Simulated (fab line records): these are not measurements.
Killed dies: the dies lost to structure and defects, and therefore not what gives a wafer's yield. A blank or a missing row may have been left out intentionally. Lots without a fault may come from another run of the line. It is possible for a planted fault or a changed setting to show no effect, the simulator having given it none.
Which tool was responsible? + flow sky130 + 14 lots with 42 wafers sampled at 4 steps, on a route of 708 steps

## WHAT EACH GAUGE READ, for each wafer
SKY_FIELD_ISO_BOW_MEAS_00. Usual: for INCOMING_BOW the level is -1 um and the standard deviation is 5.9.
| lot  | measured    | on            | INCOMING_BOW (um) | flag |
|------|-------------|---------------|-------------------|------|
| L275 | day 1 10:01 | film metro-02 | 6 -4 15           |      |
| L276 | day 1 15:02 | film metro-02 | -7 -2 -3          |      |
| L277 | day 1 20:00 | film metro-03 | 2 3 -6            |      |
| L278 | day 2 01:00 | film metro-04 | -3 -3 5           |      |
| L279 | day 2 06:04 | film metro-04 | -4 -5 4           |      |
| L280 | day 2 11:01 | film metro-04 | 8 -4 -1           |      |
| L281 | day 2 16:01 | film metro-02 | -7 -7 -2          |      |
| L282 | day 2 21:04 | film metro-03 | 4 7 -6            |      |
| L283 | day 3 02:01 | film metro-02 | 0 -10 -13         |      |
| L288 | day 4 03:01 | film metro-04 | -4 -7 16          |      |
| L289 | day 4 08:01 | film metro-03 | 2 3 3             |      |
| L291 | day 4 18:04 | film metro-02 | 3 6 -2            |      |
| L294 | day 5 09:00 | film metro-03 | -2 5 4            |      |
| L295 | day 5 14:02 | film metro-04 | 0 0 -3            |      |

SKY_LOCAL_INTERCONNECT_CD_MEAS_11: the cd target is 170 nm. Usual: cd nm at 170.2 nm, with a standard deviation of 1.6.
| lot  | measured     | on        | cd nm (nm)        | flag |
|------|--------------|-----------|-------------------|------|
| L275 | day 31 14:41 | cd sem-01 | 168.0 168.9 168.2 |      |
| L276 | day 31 19:50 | cd sem-01 | 170.5 170.8 171.4 |      |
| L277 | day 32 00:13 | cd sem-02 | 169.5 169.9 172.0 |      |
| L278 | day 32 19:43 | cd sem-02 | 170.1 170.3 169.0 |      |
| L279 | day 32 23:14 | cd sem-02 | 172.7 171.0 171.0 |      |
| L280 | day 33 02:41 | cd sem-01 | 172.9 172.2 171.8 |      |
| L281 | day 33 06:44 | cd sem-02 | 170.2 169.8 171.0 |      |
| L282 | day 34 04:33 | cd sem-02 | 173.3 173.0 173.5 |      |
| L283 | day 34 05:05 | cd sem-01 | 170.4 169.5 168.7 |      |
| L288 | day 35 17:59 | cd sem-02 | 169.5 168.6 169.4 |      |
| L289 | day 35 18:22 | cd sem-01 | 166.5 168.3 169.7 |      |
| L291 | day 36 14:49 | cd sem-02 | 168.8 169.0 168.7 |      |
| L294 | day 37 12:13 | cd sem-02 | 168.7 169.6 169.2 |      |
| L295 | day 37 16:43 | cd sem-01 | 171.0 171.9 171.8 |      |

SKY_LOCAL_INTERCONNECT_OVL_MEAS_12. Usual: for LOCAL_INTERCONNECT_OVL the level is 0 nm and the standard deviation is 6.3.
| lot  | measured     | on         | LOCAL_INTERCONNECT_OVL (nm) | flag |
|------|--------------|------------|-----------------------------|------|
| L275 | day 31 14:47 | overlay-01 | -5 -7 -2                    |      |
| L276 | day 31 19:56 | overlay-02 | -4 -2 -1                    |      |
| L277 | day 32 00:20 | overlay-02 | 1 6 7                       |      |
| L278 | day 32 19:50 | overlay-01 | 0 -1 -2                     |      |
| L279 | day 32 23:18 | overlay-01 | -3 1 -8                     |      |
| L280 | day 33 02:47 | overlay-02 | 6 6 9                       |      |
| L281 | day 33 06:50 | overlay-02 | 6 5 7                       |      |
| L282 | day 34 04:38 | overlay-02 | 8 -5 3                      |      |
| L283 | day 34 05:11 | overlay-01 | 10 13 14                    |      |
| L288 | day 35 18:05 | overlay-01 | 5 3 2                       |      |
| L289 | day 35 18:28 | overlay-02 | 7 6 4                       |      |
| L291 | day 36 14:53 | overlay-02 | -2 -6 -6                    |      |
| L294 | day 37 12:20 | overlay-01 | 4 5 7                       |      |
| L295 | day 37 16:48 | overlay-01 | -4 -4 -5                    |      |

## TOOL THAT RAN EACH LOT (tool first, then ch and the chambers of the sampled wafers, then the start)
| lot  | SKY_LDD_HVN_SOFTBAKE_03           |
|------|-----------------------------------|
| L275 | litho track-01 ch 0, day 20 19:04 |
| L276 | litho track-03 ch 0, day 21 00:16 |
| L277 | litho track-01 ch 0, day 21 07:11 |
| L278 | litho track-01 ch 0, day 21 23:59 |
| L279 | litho track-01 ch 0, day 22 05:22 |
| L280 | litho track-03 ch 0, day 22 08:41 |
| L281 | litho track-01 ch 0, day 22 16:46 |
| L282 | litho track-03 ch 0, day 23 13:50 |
| L283 | litho track-01 ch 0, day 23 14:43 |
| L288 | litho track-04 ch 0, day 25 09:29 |
| L289 | litho track-04 ch 0, day 25 10:05 |
| L291 | litho track-03 ch 0, day 26 05:32 |
| L294 | litho track-01 ch 0, day 27 07:29 |
| L295 | litho track-03 ch 0, day 27 11:43 |
- SKY_LDD_HVN_SOFTBAKE_03: time 60 s.

## AS READ BY THE TOOLS THEMSELVES (means over the sampled wafers that have a number; for cases with no such wafer, the mark the record gives instead)
SKY_LDD_HVN_SOFTBAKE_03. Usual: heater power total W 56.59 W, standard deviation 0.043; plate temp C 90.01 C, standard deviation 0.14.
| lot  | tool           | heater power total W (W) | plate temp C (C) | flag |
|------|----------------|--------------------------|------------------|------|
| L275 | litho track-01 | 56.62                    | 89.87            |      |
| L276 | litho track-03 | 56.57                    | 90.24            |      |
| L277 | litho track-01 | 56.59                    | 89.96            |      |
| L278 | litho track-01 | 56.56                    | 90.01            |      |
| L279 | litho track-01 | 56.57                    | 90.01            |      |
| L280 | litho track-03 | 56.63                    | 89.89            |      |
| L281 | litho track-01 | 56.57                    | 90.01            |      |
| L282 | litho track-03 | 56.60                    | 89.83            |      |
| L283 | litho track-01 | 56.53                    | 90.10            |      |
| L288 | litho track-04 | 56.03                    | 89.41            | OFF  |
| L289 | litho track-04 | 55.99                    | 89.48            | OFF  |
| L291 | litho track-03 | 56.60                    | 90.09            |      |
| L294 | litho track-01 | 56.58                    | 89.71            |      |
| L295 | litho track-03 | 56.59                    | 89.87            |      |

## THE ANSWER, worked out from the rows above alone
Rule: take the mean of a lot's wafers that have a number; if it is more than 3 standard deviations from the usual mean, the lot is off. Also off: a lot with no number at a reading for which 4 or more lots have one. All remaining lots with rows at the step are treated as sound. Order of review: gauges by route order, followed by the tools' own readings, for which a lot's mean as printed above is used. The first step at which some lot is off is used, and at that step the reading that is off furthest; a lot without a number counts as furthest.
Off at SKY_LDD_HVN_SOFTBAKE_03 (heater power total W): L288, L289.
A tool fits if, at that step or a process step before it, it ran every lot that is off, and no sound lot after the first of them. One fits: SKY_LDD_HVN_SOFTBAKE_03 on litho track-04. It ran no sound lot before its first lot that is off in this sample, so the start can't be narrowed down.
On the lots that are off, the tool's own readings at SKY_LDD_HVN_SOFTBAKE_03 differ by more than 5 times the standard deviation of the sound lots' means, which bears it out; heater power total W reads 56.01 W there versus 56.58 W on the sound lots.

## WHAT THE SIMULATOR HAD PUT IN
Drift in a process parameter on litho track-04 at SKY_LDD_HVN_SOFTBAKE_03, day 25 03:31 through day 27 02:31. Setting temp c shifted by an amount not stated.
Shown lots that were struck: L288, L289. Same finding as the rule above.
